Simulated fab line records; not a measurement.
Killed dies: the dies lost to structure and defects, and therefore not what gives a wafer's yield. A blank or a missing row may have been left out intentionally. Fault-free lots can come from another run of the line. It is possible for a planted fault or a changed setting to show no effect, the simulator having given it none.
A struck lot beside a sound one | flow sky130 | 4 out of 708 route steps
Sound: wafers L268.1, L268.3, L268.6. The struck wafers were L272.3, L272.5, L272.6. At the end, the cause is stated.
Per side, at each step with rows, come the tool, then ch with its chambers, and then its first start. Under that, the readings that differ: sound wafers | struck wafers | difference of the means | sigmas: that difference in standard deviations of wafers without a fault.
alike: readings with means less than 2 such deviations apart, plus words and numbers identical on both sides. not compared: withheld readings, readings lacking a value on some wafer, bounds such as >300 that could conceal the same value, and numbers that have no deviation in the record and whose values overlap.
A row with sigmas, a row that says differs or no value, or rows on one side alone: a step with any of these is where the two part. When numbers do not overlap yet have no deviation, they are printed without sigmas and do not part them. Lack of a reading on every wafer of one side parts them only where that side has two or more wafers.

SKY_FIELD_ISO_BOW_MEAS_00:
  sound on film_metro-01 at day 3 02:00; struck on film_metro-04 at day 3 22:02
  alike: INCOMING_BOW
SKY_FIELD_ISO_OXIDATION_01: stabilise 600 s, purge 300 s, target thk 12 nm.
  sound on furnace-02 ch 0, day 3 02:49; struck on furnace-02, day 3 22:45
  no value came back on the struck wafers for ox_temp_c (C), ox_temp_c_max, zone_power_top_pct (%); on the sound wafers ox_temp_c (C) reads 899.9 899.8 899.3
then, 1 step without rows for these wafers: SKY_FIELD_ISO_CVD_03 (deposits Si3N4 from DCS/NH3, target thk 165 nm, time 2830 s).
-- a jump in the record: the struck wafers' starts before and after are 45 days apart (it breaks off in module FIELD_ISO and resumes in module PAD_OPEN, where the first step shown is number 708 of the route) --
SKY_PAD_OPEN_PROBE_99:
  sound on prober-01 at day 47 22:51; struck on prober-01 at day 48 17:04
  reading                                          | sound                         | struck                        | difference | sigmas
  model.etest.pfet_16v.r_on_ohm_um                 | 1.536e+04 1.533e+04 1.502e+04 | 1.456e+04 1.475e+04 1.438e+04 | -6.733e+02 |
  model.etest.res_iso_pwell.rs_ohm_sq              | 2972 3078 2919                | 2860 2888 2713                | -169       |
  model.etest.res_iso_pwell.line_ohm_um            | 1112 1169 1110                | 1066 1073 1026                | -75        |
  model.etest.cap_li_to_poly.c_af_um2              | 96.73 96.81 97.88             | 92.67 93.2 94.35              | -3.73      |
  model.etest.cap_poly_to_well.c_af_um2            | 92.66 93.55 90.97             | 95.92 95.02 95.45             | +3.07      |
  model.etest.field_p.vt_v (V)                     | -41.1 -42.08 -40.48           | -39.12 -39.32 -37.82          | +2.47      |
  model.etest.field_n.vt_v (V)                     | 35.82 36.33 35.65             | 34.4 34.56 33.57              | -1.8       |
  model.etest.diode_pdiff_fingers.leak_log10_a_cm2 | -6.461 -6.647 -6.557          | -5.891 -5.934 -5.776          | +0.688     |

## WHERE THEY PART
Within this record, at SKY_FIELD_ISO_OXIDATION_01 only.

WHY: what the simulator had put in
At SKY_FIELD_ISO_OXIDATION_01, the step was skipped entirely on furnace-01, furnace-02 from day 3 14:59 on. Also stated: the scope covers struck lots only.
